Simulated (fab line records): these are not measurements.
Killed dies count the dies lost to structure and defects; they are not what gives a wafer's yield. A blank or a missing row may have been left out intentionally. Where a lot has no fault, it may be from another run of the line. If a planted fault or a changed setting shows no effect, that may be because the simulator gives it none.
fab line records / flow sky130
record: lots: 5 wafers: 15 last-day: 49
route steps=708 shown PWDE@84 VT_ADJUST_HVTP@85 VT_ADJUST_LVTN@97
lots that met no fault: taken from a fault-free run of the same line
start-h: hours from the record's opening day to when the first of the lot's shown wafers began / wait-h: hours elapsed since this lot's preceding step / " identical to the entry in the row above / L1.1+2: one row covering several wafers at once / - no value, or no start given / * or withheld: withheld / < > ~ a bound
route shown NAME@n: a module of which the file shows steps, and the number in the route of the first / usual: mean/standard deviation of fault-free wafers / same: alike in all rows / chamber/n: place in a boat / sites: readings site by site / _std_site: standard deviation of those values / _edge_site: inner sites' mean taken away from outer sites' mean / radius-mm: how far each site lies from the wafer's centre / mask NAME#n: copy n / behind: the most recent tool/chamber to have shaped the wafer / hold: cause of the lot's hold/its duration in hours/its outcome / device: names the non-switching transistor (n, p or np) / end of line: the tests these same wafers got at the end of their route / step lacking rows: just its recipe / killed: dies that structure and defects cost at the first sort, which is not the same as the wafer's yield / map: a wafer's dies, x killed, . not, _ none there
set.NAME: the setting as run; set.NAME@STEP: as run at that earlier step / model.NAME: the simulator's own value behind a step, which no gauge read
lots at some steps of the route; a table a step, a row a wafer
services: from which hour (start-h, from the record's first day; less than 0 if before it) a tool's chamber was out of use, for how many hours, and why
== steps ==
step: SKY_NWELL_RS_MEAS_31
recipe: thk-meas-gauge: four-point-probe
usual: PWDE_RS: 5270/18
lot.wafer=L146.1 tool=film-metro-01 chamber=- start-h=153.55 wait-h=0.1 PWDE_RS[ohm/sq]=5257
lot.wafer=L146.2 tool=film-metro-01 chamber=- start-h=153.55 wait-h=0.1 PWDE_RS[ohm/sq]=5274
lot.wafer=L146.5 tool=film-metro-01 chamber=- start-h=153.55 wait-h=0.1 PWDE_RS[ohm/sq]=5289
lot.wafer=L147.3 tool=film-metro-03 chamber=- start-h=158.06 wait-h=0.1 PWDE_RS[ohm/sq]=5270
lot.wafer=L147.4 tool=film-metro-03 chamber=- start-h=158.06 wait-h=0.1 PWDE_RS[ohm/sq]=5290
lot.wafer=L147.5 tool=film-metro-03 chamber=- start-h=158.06 wait-h=0.1 PWDE_RS[ohm/sq]=5272
lot.wafer=L149.1 tool=film-metro-03 chamber=- start-h=172.68 wait-h=0.1 PWDE_RS[ohm/sq]=5276
lot.wafer=L149.2 tool=film-metro-03 chamber=- start-h=172.68 wait-h=0.1 PWDE_RS[ohm/sq]=5265
lot.wafer=L149.3 tool=film-metro-03 chamber=- start-h=172.68 wait-h=0.1 PWDE_RS[ohm/sq]=5267
lot.wafer=L152.2 tool=film-metro-03 chamber=- start-h=197.52 wait-h=0.1 PWDE_RS[ohm/sq]=5271
lot.wafer=L152.4 tool=film-metro-03 chamber=- start-h=197.52 wait-h=0.1 PWDE_RS[ohm/sq]=5273
lot.wafer=L152.6 tool=film-metro-03 chamber=- start-h=197.52 wait-h=0.1 PWDE_RS[ohm/sq]=5300
lot.wafer=L159.1 tool=film-metro-02 chamber=- start-h=230.00 wait-h=0.1 PWDE_RS[ohm/sq]=5308
lot.wafer=L159.2 tool=film-metro-02 chamber=- start-h=230.00 wait-h=0.1 PWDE_RS[ohm/sq]=5293
lot.wafer=L159.6 tool=film-metro-02 chamber=- start-h=230.00 wait-h=0.1 PWDE_RS[ohm/sq]=5292
step: SKY_VT_ADJUST_HVTP_DEHYDRATE_00
recipe: temp-c: 200 time-s: 60
step: SKY_VT_ADJUST_HVTP_HMDS_01
recipe: prime-time-s: 60 prime-temp-c: 120
step: SKY_VT_ADJUST_HVTP_COAT_02
recipe: resist: NOVOLAK spin-rpm: 3000 resist-thk-nm: 1140
step: SKY_VT_ADJUST_HVTP_SOFTBAKE_03
recipe: temp-c: 90 time-s: 60 resist: NOVOLAK
step: SKY_VT_ADJUST_HVTP_EXPOSE_04
recipe: mask-id: HVTPM na: 0.6 source-shape: conventional sigma-outer: 0.6 polarization: unpolarized target-cd-nm: 380 dose-mj: 140
step: SKY_VT_ADJUST_HVTP_PEB_05
recipe: temp-c: withheld time-s: * resist: NOVOLAK
step: SKY_VT_ADJUST_HVTP_DEVELOP_06
recipe: resist: NOVOLAK developer: TMAH develop-time-s: 60 dev-temp-c: 23
step: SKY_VT_ADJUST_HVTP_CD_MEAS_07
recipe: target-cd-nm: 380
usual: cd-nm: 380.4/2.6
lot.wafer=L146.1 tool=cd-sem-01 chamber=- start-h=173.19 wait-h=0.1 cd-nm=383.0
lot.wafer=L146.2 tool=cd-sem-01 chamber=- start-h=173.19 wait-h=0.1 cd-nm=383.9
lot.wafer=L146.5 tool=cd-sem-01 chamber=- start-h=173.19 wait-h=0.1 cd-nm=384.3
lot.wafer=L147.3 tool=cd-sem-02 chamber=- start-h=178.90 wait-h=0.2 cd-nm=379.9
lot.wafer=L147.4 tool=cd-sem-02 chamber=- start-h=178.90 wait-h=0.2 cd-nm=382.0
lot.wafer=L147.5 tool=cd-sem-02 chamber=- start-h=178.90 wait-h=0.2 cd-nm=384.0
lot.wafer=L149.1 tool=cd-sem-02 chamber=- start-h=192.97 wait-h=0.1 cd-nm=383.1
lot.wafer=L149.2 tool=cd-sem-02 chamber=- start-h=192.97 wait-h=0.1 cd-nm=379.1
lot.wafer=L149.3 tool=cd-sem-02 chamber=- start-h=192.97 wait-h=0.1 cd-nm=379.0
lot.wafer=L152.2 tool=cd-sem-01 chamber=- start-h=219.31 wait-h=0.1 cd-nm=380.8
lot.wafer=L152.4 tool=cd-sem-01 chamber=- start-h=219.31 wait-h=0.1 cd-nm=382.8
lot.wafer=L152.6 tool=cd-sem-01 chamber=- start-h=219.31 wait-h=0.1 cd-nm=380.6
lot.wafer=L159.1 tool=cd-sem-02 chamber=- start-h=252.52 wait-h=0.1 cd-nm=383.2
lot.wafer=L159.2 tool=cd-sem-02 chamber=- start-h=252.52 wait-h=0.1 cd-nm=381.1
lot.wafer=L159.6 tool=cd-sem-02 chamber=- start-h=252.52 wait-h=0.1 cd-nm=384.0
step: SKY_VT_ADJUST_HVTP_OVL_MEAS_08
usual: VT_ADJUST_HVTP_OVL: 0.2/1.2
lot.wafer=L146.1 tool=overlay-02 chamber=- start-h=173.31 wait-h=0.1 VT_ADJUST_HVTP_OVL[nm]=0.0
lot.wafer=L146.2 tool=overlay-02 chamber=- start-h=173.31 wait-h=0.1 VT_ADJUST_HVTP_OVL[nm]=-0.3
lot.wafer=L146.5 tool=overlay-02 chamber=- start-h=173.31 wait-h=0.1 VT_ADJUST_HVTP_OVL[nm]=-0.4
lot.wafer=L147.3 tool=overlay-02 chamber=- start-h=178.99 wait-h=0.1 VT_ADJUST_HVTP_OVL[nm]=-0.3
lot.wafer=L147.4 tool=overlay-02 chamber=- start-h=178.99 wait-h=0.1 VT_ADJUST_HVTP_OVL[nm]=-2.4
lot.wafer=L147.5 tool=overlay-02 chamber=- start-h=178.99 wait-h=0.1 VT_ADJUST_HVTP_OVL[nm]=-0.8
lot.wafer=L149.1 tool=overlay-02 chamber=- start-h=193.09 wait-h=0.1 VT_ADJUST_HVTP_OVL[nm]=1.9
lot.wafer=L149.2 tool=overlay-02 chamber=- start-h=193.09 wait-h=0.1 VT_ADJUST_HVTP_OVL[nm]=1.0
lot.wafer=L149.3 tool=overlay-02 chamber=- start-h=193.09 wait-h=0.1 VT_ADJUST_HVTP_OVL[nm]=2.0
lot.wafer=L152.2 tool=overlay-01 chamber=- start-h=219.41 wait-h=0.1 VT_ADJUST_HVTP_OVL[nm]=-2.8
lot.wafer=L152.4 tool=overlay-01 chamber=- start-h=219.41 wait-h=0.1 VT_ADJUST_HVTP_OVL[nm]=-2.0
lot.wafer=L152.6 tool=overlay-01 chamber=- start-h=219.41 wait-h=0.1 VT_ADJUST_HVTP_OVL[nm]=-2.4
lot.wafer=L159.1 tool=overlay-02 chamber=- start-h=252.64 wait-h=0.1 VT_ADJUST_HVTP_OVL[nm]=-0.2
lot.wafer=L159.2 tool=overlay-02 chamber=- start-h=252.64 wait-h=0.1 VT_ADJUST_HVTP_OVL[nm]=1.4
lot.wafer=L159.6 tool=overlay-02 chamber=- start-h=252.64 wait-h=0.1 VT_ADJUST_HVTP_OVL[nm]=0.1
step: SKY_VT_ADJUST_HVTP_IMPLANT_09
recipe: species: As energy-kev: 151 dose-cm2: 4.3e+12 tilt-deg: withheld
step: SKY_VT_ADJUST_HVTP_STRIP_10
recipe: chemistry: O2/N2 power-w: 1400 pressure-mtorr: 1500 platen-temp-c: withheld o2-flow-sccm: 3000 n2-flow-sccm: 300 overash-fraction: 0.5
usual: drypump-motor-current-A: 5.90/0.25 oes-product-au: 0.715/0.0046 strip-time-to-endpoint-s: 14.19/0.04
lot.wafer=L146.1 tool=plasma-asher-02 chamber=1 start-h=173.49 wait-h=0.1 drypump-motor-current-A=5.54 oes-product-au=0.706 rf-hours-counter-h=48 strip-time-to-endpoint-s=14.23 model.NOVOLAK_of_VT_ADJUST_HVTP_COAT_02.thk-nm=0
lot.wafer=L146.2 tool=plasma-asher-02 chamber=0 start-h=173.49 wait-h=0.1 drypump-motor-current-A=6.38 oes-product-au=0.705 rf-hours-counter-h=48 strip-time-to-endpoint-s=14.21 model.NOVOLAK_of_VT_ADJUST_HVTP_COAT_02.thk-nm=0
lot.wafer=L146.5 tool=plasma-asher-02 chamber=0 start-h=173.49 wait-h=0.1 drypump-motor-current-A=6.38 oes-product-au=0.716 rf-hours-counter-h=- strip-time-to-endpoint-s=14.18 model.NOVOLAK_of_VT_ADJUST_HVTP_COAT_02.thk-nm=0
lot.wafer=L147.3 tool=plasma-asher-02 chamber=0 start-h=179.20 wait-h=0.1 drypump-motor-current-A=6.37 oes-product-au=0.937 rf-hours-counter-h=- strip-time-to-endpoint-s=- model.NOVOLAK_of_VT_ADJUST_HVTP_COAT_02.thk-nm=340.4
lot.wafer=L147.4 tool=plasma-asher-02 chamber=1 start-h=179.20 wait-h=0.1 drypump-motor-current-A=5.54 oes-product-au=0.940 rf-hours-counter-h=- strip-time-to-endpoint-s=- model.NOVOLAK_of_VT_ADJUST_HVTP_COAT_02.thk-nm=340.7
lot.wafer=L147.5 tool=plasma-asher-02 chamber=0 start-h=179.20 wait-h=0.1 drypump-motor-current-A=6.36 oes-product-au=0.946 rf-hours-counter-h=- strip-time-to-endpoint-s=- model.NOVOLAK_of_VT_ADJUST_HVTP_COAT_02.thk-nm=339.3
lot.wafer=L149.1 tool=plasma-asher-04 chamber=0 start-h=193.27 wait-h=0.1 drypump-motor-current-A=6.05 oes-product-au=0.711 rf-hours-counter-h=38 strip-time-to-endpoint-s=14.27 model.NOVOLAK_of_VT_ADJUST_HVTP_COAT_02.thk-nm=0
lot.wafer=L149.2 tool=plasma-asher-04 chamber=1 start-h=193.27 wait-h=0.1 drypump-motor-current-A=6.03 oes-product-au=0.712 rf-hours-counter-h=38 strip-time-to-endpoint-s=14.25 model.NOVOLAK_of_VT_ADJUST_HVTP_COAT_02.thk-nm=0
lot.wafer=L149.3 tool=plasma-asher-04 chamber=1 start-h=193.27 wait-h=0.1 drypump-motor-current-A=6.01 oes-product-au=0.719 rf-hours-counter-h=- strip-time-to-endpoint-s=14.22 model.NOVOLAK_of_VT_ADJUST_HVTP_COAT_02.thk-nm=0
lot.wafer=L152.2 tool=plasma-asher-04 chamber=1 start-h=219.59 wait-h=0.1 drypump-motor-current-A=5.97 oes-product-au=0.717 rf-hours-counter-h=41 strip-time-to-endpoint-s=14.17 model.NOVOLAK_of_VT_ADJUST_HVTP_COAT_02.thk-nm=0
lot.wafer=L152.4 tool=plasma-asher-04 chamber=0 start-h=219.59 wait-h=0.1 drypump-motor-current-A=6.07 oes-product-au=0.714 rf-hours-counter-h=- strip-time-to-endpoint-s=14.17 model.NOVOLAK_of_VT_ADJUST_HVTP_COAT_02.thk-nm=0
lot.wafer=L152.6 tool=plasma-asher-04 chamber=1 start-h=219.59 wait-h=0.1 drypump-motor-current-A=5.98 oes-product-au=0.717 rf-hours-counter-h=- strip-time-to-endpoint-s=14.23 model.NOVOLAK_of_VT_ADJUST_HVTP_COAT_02.thk-nm=0
lot.wafer=L159.1 tool=plasma-asher-01 chamber=1 start-h=252.83 wait-h=0.1 drypump-motor-current-A=5.72 oes-product-au=0.717 rf-hours-counter-h=62 strip-time-to-endpoint-s=14.20 model.NOVOLAK_of_VT_ADJUST_HVTP_COAT_02.thk-nm=0
lot.wafer=L159.2 tool=plasma-asher-01 chamber=0 start-h=252.83 wait-h=0.1 drypump-motor-current-A=5.74 oes-product-au=0.702 rf-hours-counter-h=62 strip-time-to-endpoint-s=14.18 model.NOVOLAK_of_VT_ADJUST_HVTP_COAT_02.thk-nm=0
lot.wafer=L159.6 tool=plasma-asher-01 chamber=1 start-h=252.83 wait-h=0.1 drypump-motor-current-A=5.75 oes-product-au=0.712 rf-hours-counter-h=- strip-time-to-endpoint-s=14.20 model.NOVOLAK_of_VT_ADJUST_HVTP_COAT_02.thk-nm=0
step: SKY_VT_ADJUST_HVTP_TW_MEAS_11
usual: VT_ADJUST_HVTP_TW: 1367/17
lot.wafer=L146.1 tool=film-metro-04 chamber=- start-h=173.59 wait-h=0.1 VT_ADJUST_HVTP_TW=1344
lot.wafer=L146.2 tool=film-metro-04 chamber=- start-h=173.59 wait-h=0.1 VT_ADJUST_HVTP_TW=1343
lot.wafer=L146.5 tool=film-metro-04 chamber=- start-h=173.59 wait-h=0.1 VT_ADJUST_HVTP_TW=1349
lot.wafer=L147.3 tool=film-metro-04 chamber=- start-h=179.28 wait-h=0.1 VT_ADJUST_HVTP_TW=1350
lot.wafer=L147.4 tool=film-metro-04 chamber=- start-h=179.28 wait-h=0.1 VT_ADJUST_HVTP_TW=1352
lot.wafer=L147.5 tool=film-metro-04 chamber=- start-h=179.28 wait-h=0.1 VT_ADJUST_HVTP_TW=1345
lot.wafer=L149.1 tool=film-metro-04 chamber=- start-h=193.37 wait-h=0.1 VT_ADJUST_HVTP_TW=1361
lot.wafer=L149.2 tool=film-metro-04 chamber=- start-h=193.37 wait-h=0.1 VT_ADJUST_HVTP_TW=1361
lot.wafer=L149.3 tool=film-metro-04 chamber=- start-h=193.37 wait-h=0.1 VT_ADJUST_HVTP_TW=1359
lot.wafer=L152.2 tool=film-metro-01 chamber=- start-h=219.70 wait-h=0.1 VT_ADJUST_HVTP_TW=1385
lot.wafer=L152.4 tool=film-metro-01 chamber=- start-h=219.70 wait-h=0.1 VT_ADJUST_HVTP_TW=1388
lot.wafer=L152.6 tool=film-metro-01 chamber=- start-h=219.70 wait-h=0.1 VT_ADJUST_HVTP_TW=1391
lot.wafer=L159.1 tool=film-metro-04 chamber=- start-h=252.93 wait-h=0.1 VT_ADJUST_HVTP_TW=1351
lot.wafer=L159.2 tool=film-metro-04 chamber=- start-h=252.93 wait-h=0.1 VT_ADJUST_HVTP_TW=1347
lot.wafer=L159.6 tool=film-metro-04 chamber=- start-h=252.93 wait-h=0.1 VT_ADJUST_HVTP_TW=1346
step: SKY_VT_ADJUST_LVTN_DEHYDRATE_00
recipe: temp-c: 200 time-s: 60
step: SKY_VT_ADJUST_LVTN_HMDS_01
recipe: prime-time-s: 60 prime-temp-c: 120
step: SKY_VT_ADJUST_LVTN_COAT_02
recipe: spin-rpm: 2000 resist-thk-nm: 3000
step: SKY_VT_ADJUST_LVTN_SOFTBAKE_03
recipe: temp-c: 110 time-s: withheld
step: SKY_VT_ADJUST_LVTN_EXPOSE_04
recipe: mask-id: NWM_COMPLEMENT_LESS_NATIVE na: 0.6 source-shape: conventional sigma-outer: 0.6 polarization: unpolarized target-cd-nm: 840 dose-mj: 194
step: SKY_VT_ADJUST_LVTN_PEB_05
recipe: temp-c: 115 time-s: withheld
step: SKY_VT_ADJUST_LVTN_DEVELOP_06
recipe: wall-angle-deg: 90 developer: TMAH develop-time-s: 60 dev-temp-c: 23
step: SKY_VT_ADJUST_LVTN_OVL_MEAS_07
usual: VT_ADJUST_LVTN_OVL: -0.1/1.4
lot.wafer=L146.1 tool=overlay-02 chamber=- start-h=194.51 wait-h=- VT_ADJUST_LVTN_OVL[nm]=-0.7
lot.wafer=L146.2 tool=overlay-02 chamber=- start-h=194.51 wait-h=- VT_ADJUST_LVTN_OVL[nm]=0.9
lot.wafer=L146.5 tool=overlay-02 chamber=- start-h=194.51 wait-h=- VT_ADJUST_LVTN_OVL[nm]=-0.3
lot.wafer=L147.3 tool=overlay-01 chamber=- start-h=200.87 wait-h=- VT_ADJUST_LVTN_OVL[nm]=-0.3
lot.wafer=L147.4 tool=overlay-01 chamber=- start-h=200.87 wait-h=- VT_ADJUST_LVTN_OVL[nm]=0.8
lot.wafer=L147.5 tool=overlay-01 chamber=- start-h=200.87 wait-h=- VT_ADJUST_LVTN_OVL[nm]=0.4
lot.wafer=L149.1 tool=overlay-01 chamber=- start-h=214.36 wait-h=- VT_ADJUST_LVTN_OVL[nm]=-0.2
lot.wafer=L149.2 tool=overlay-01 chamber=- start-h=214.36 wait-h=- VT_ADJUST_LVTN_OVL[nm]=0.3
lot.wafer=L149.3 tool=overlay-01 chamber=- start-h=214.36 wait-h=- VT_ADJUST_LVTN_OVL[nm]=0.0
lot.wafer=L152.2 tool=overlay-01 chamber=- start-h=242.27 wait-h=- VT_ADJUST_LVTN_OVL[nm]=-3.1
lot.wafer=L152.4 tool=overlay-01 chamber=- start-h=242.27 wait-h=- VT_ADJUST_LVTN_OVL[nm]=-1.1
lot.wafer=L152.6 tool=overlay-01 chamber=- start-h=242.27 wait-h=- VT_ADJUST_LVTN_OVL[nm]=-1.5
lot.wafer=L159.1 tool=overlay-02 chamber=- start-h=276.81 wait-h=- VT_ADJUST_LVTN_OVL[nm]=-2.9
lot.wafer=L159.2 tool=overlay-02 chamber=- start-h=276.81 wait-h=- VT_ADJUST_LVTN_OVL[nm]=-0.5
lot.wafer=L159.6 tool=overlay-02 chamber=- start-h=276.81 wait-h=- VT_ADJUST_LVTN_OVL[nm]=-0.2
step: SKY_VT_ADJUST_LVTN_IMPLANT_08
recipe: species: B energy-kev: 30 dose-cm2: 1.54e+12 tilt-deg: withheld
step: SKY_VT_ADJUST_LVTN_STRIP_09
recipe: chemistry: O2/N2 power-w: 1400 pressure-mtorr: 1500 platen-temp-c: withheld o2-flow-sccm: 3000 n2-flow-sccm: 300 overash-fraction: 0.5
usual: drypump-motor-current-A: 6.01/0.25 oes-product-au: 0.722/0.0039 strip-time-to-endpoint-s: 36.93/0.13
lot.wafer=L146.1 tool=plasma-asher-03 chamber=0 start-h=194.70 wait-h=0.1 drypump-motor-current-A=6.14 oes-product-au=0.727 rf-hours-counter-h=5 strip-time-to-endpoint-s=37.08
lot.wafer=L146.2 tool=plasma-asher-03 chamber=1 start-h=194.70 wait-h=0.1 drypump-motor-current-A=5.93 oes-product-au=0.720 rf-hours-counter-h=5 strip-time-to-endpoint-s=36.96
lot.wafer=L146.5 tool=plasma-asher-03 chamber=1 start-h=194.70 wait-h=0.1 drypump-motor-current-A=5.94 oes-product-au=0.719 rf-hours-counter-h=- strip-time-to-endpoint-s=36.95
lot.wafer=L147.3 tool=plasma-asher-04 chamber=1 start-h=201.08 wait-h=0.1 drypump-motor-current-A=6.00 oes-product-au=0.728 rf-hours-counter-h=- strip-time-to-endpoint-s=41.88
lot.wafer=L147.4 tool=plasma-asher-04 chamber=0 start-h=201.08 wait-h=0.1 drypump-motor-current-A=6.08 oes-product-au=0.723 rf-hours-counter-h=- strip-time-to-endpoint-s=41.82
lot.wafer=L147.5 tool=plasma-asher-04 chamber=0 start-h=201.08 wait-h=0.1 drypump-motor-current-A=6.08 oes-product-au=0.722 rf-hours-counter-h=- strip-time-to-endpoint-s=41.83
lot.wafer=L149.1 tool=plasma-asher-03 chamber=1 start-h=214.55 wait-h=0.1 drypump-motor-current-A=5.95 oes-product-au=0.721 rf-hours-counter-h=7 strip-time-to-endpoint-s=37.09
lot.wafer=L149.2 tool=plasma-asher-03 chamber=0 start-h=214.55 wait-h=0.1 drypump-motor-current-A=6.14 oes-product-au=0.718 rf-hours-counter-h=7 strip-time-to-endpoint-s=37.06
lot.wafer=L149.3 tool=plasma-asher-03 chamber=1 start-h=214.55 wait-h=0.1 drypump-motor-current-A=5.97 oes-product-au=0.723 rf-hours-counter-h=- strip-time-to-endpoint-s=37.14
lot.wafer=L152.2 tool=plasma-asher-02 chamber=0 start-h=242.45 wait-h=0.1 drypump-motor-current-A=6.37 oes-product-au=0.718 rf-hours-counter-h=54 strip-time-to-endpoint-s=36.98
lot.wafer=L152.4 tool=plasma-asher-02 chamber=1 start-h=242.45 wait-h=0.1 drypump-motor-current-A=5.52 oes-product-au=0.721 rf-hours-counter-h=- strip-time-to-endpoint-s=36.90
lot.wafer=L152.6 tool=plasma-asher-02 chamber=1 start-h=242.45 wait-h=0.1 drypump-motor-current-A=5.52 oes-product-au=0.719 rf-hours-counter-h=- strip-time-to-endpoint-s=36.89
lot.wafer=L159.1 tool=plasma-asher-02 chamber=0 start-h=277.00 wait-h=0.1 drypump-motor-current-A=6.36 oes-product-au=0.717 rf-hours-counter-h=58 strip-time-to-endpoint-s=36.71
lot.wafer=L159.2 tool=plasma-asher-02 chamber=1 start-h=277.00 wait-h=0.1 drypump-motor-current-A=5.54 oes-product-au=0.721 rf-hours-counter-h=58 strip-time-to-endpoint-s=36.71
lot.wafer=L159.6 tool=plasma-asher-02 chamber=1 start-h=277.00 wait-h=0.1 drypump-motor-current-A=5.55 oes-product-au=0.727 rf-hours-counter-h=- strip-time-to-endpoint-s=36.79
step: SKY_VT_ADJUST_LVTN_TW_MEAS_10
usual: VT_ADJUST_LVTN_TW: 241.1/3
lot.wafer=L146.1 tool=film-metro-01 chamber=- start-h=194.80 wait-h=0.1 VT_ADJUST_LVTN_TW=243.9
lot.wafer=L146.2 tool=film-metro-01 chamber=- start-h=194.80 wait-h=0.1 VT_ADJUST_LVTN_TW=244.6
lot.wafer=L146.5 tool=film-metro-01 chamber=- start-h=194.80 wait-h=0.1 VT_ADJUST_LVTN_TW=245.8
lot.wafer=L147.3 tool=film-metro-04 chamber=- start-h=201.17 wait-h=0.1 VT_ADJUST_LVTN_TW=30.0
lot.wafer=L147.4 tool=film-metro-04 chamber=- start-h=201.17 wait-h=0.1 VT_ADJUST_LVTN_TW=30.0
lot.wafer=L147.5 tool=film-metro-04 chamber=- start-h=201.17 wait-h=0.1 VT_ADJUST_LVTN_TW=30.1
lot.wafer=L149.1 tool=film-metro-03 chamber=- start-h=214.65 wait-h=0.1 VT_ADJUST_LVTN_TW=238.8
lot.wafer=L149.2 tool=film-metro-03 chamber=- start-h=214.65 wait-h=0.1 VT_ADJUST_LVTN_TW=238.9
lot.wafer=L149.3 tool=film-metro-03 chamber=- start-h=214.65 wait-h=0.1 VT_ADJUST_LVTN_TW=239.0
lot.wafer=L152.2 tool=film-metro-03 chamber=- start-h=242.56 wait-h=0.1 VT_ADJUST_LVTN_TW=239.0
lot.wafer=L152.4 tool=film-metro-03 chamber=- start-h=242.56 wait-h=0.1 VT_ADJUST_LVTN_TW=238.8
lot.wafer=L152.6 tool=film-metro-03 chamber=- start-h=242.56 wait-h=0.1 VT_ADJUST_LVTN_TW=239.0
lot.wafer=L159.1 tool=film-metro-04 chamber=- start-h=277.12 wait-h=0.1 VT_ADJUST_LVTN_TW=239.8
lot.wafer=L159.2 tool=film-metro-04 chamber=- start-h=277.12 wait-h=0.1 VT_ADJUST_LVTN_TW=240.5
lot.wafer=L159.6 tool=film-metro-04 chamber=- start-h=277.12 wait-h=0.1 VT_ADJUST_LVTN_TW=238.9
step: SKY_VT_ADJUST_LVTN_DEHYDRATE_11
recipe: temp-c: 200 time-s: 60
== services ==
tool=plasma-asher-03 chamber=- start-h=263.95 hours=3.8 kind=repair
tool=plasma-asher-02 chamber=- start-h=268.88 hours=1.4 kind=repair
== key ==
first-sign: step: SKY_VT_ADJUST_HVTP_STRIP_10 reading: oes-product-au direction: up sigmas: 49 usual: 0.715 struck: 0.941
effect: step: SKY_VT_ADJUST_LVTN_STRIP_09 reading: strip-time-to-endpoint-s direction: up sigmas: 38 usual: * struck: *
effect: step: SKY_VT_ADJUST_LVTN_TW_MEAS_10 reading: VT_ADJUST_LVTN_TW direction: down sigmas: 71 usual: 241.1 struck: 30.1
model-effect: step: SKY_VT_ADJUST_HVTP_STRIP_10 value: NOVOLAK_of_VT_ADJUST_HVTP_COAT_02.thk-nm without: 0 struck: 340.1
met-at SKY_VT_ADJUST_HVTP_STRIP_10
struck-wafers L147.3,L147.4,L147.5
sort-left-out L147.3,L147.4,L147.5
tester-left-out L147
onset-between 173.49 179.20
fault: kind: strip-aborted tool: plasma-asher-02 chamber: - onset-h: 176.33 steps: SKY_VT_ADJUST_HVTP_STRIP_10 offset: 0.57522 end-h: 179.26
tester-left-out: of these lots the tester's yield and bins aren't shown, on N5 and GAA mostly nor the transistor test; their killed dies are dies lost to structure and defects alone, not to doping, threshold or leakage, so they don't give the yield
sort-left-out: the simulated sort isn't trusted on such a fault, so these wafers' sort isn't shown, and their yield isn't known
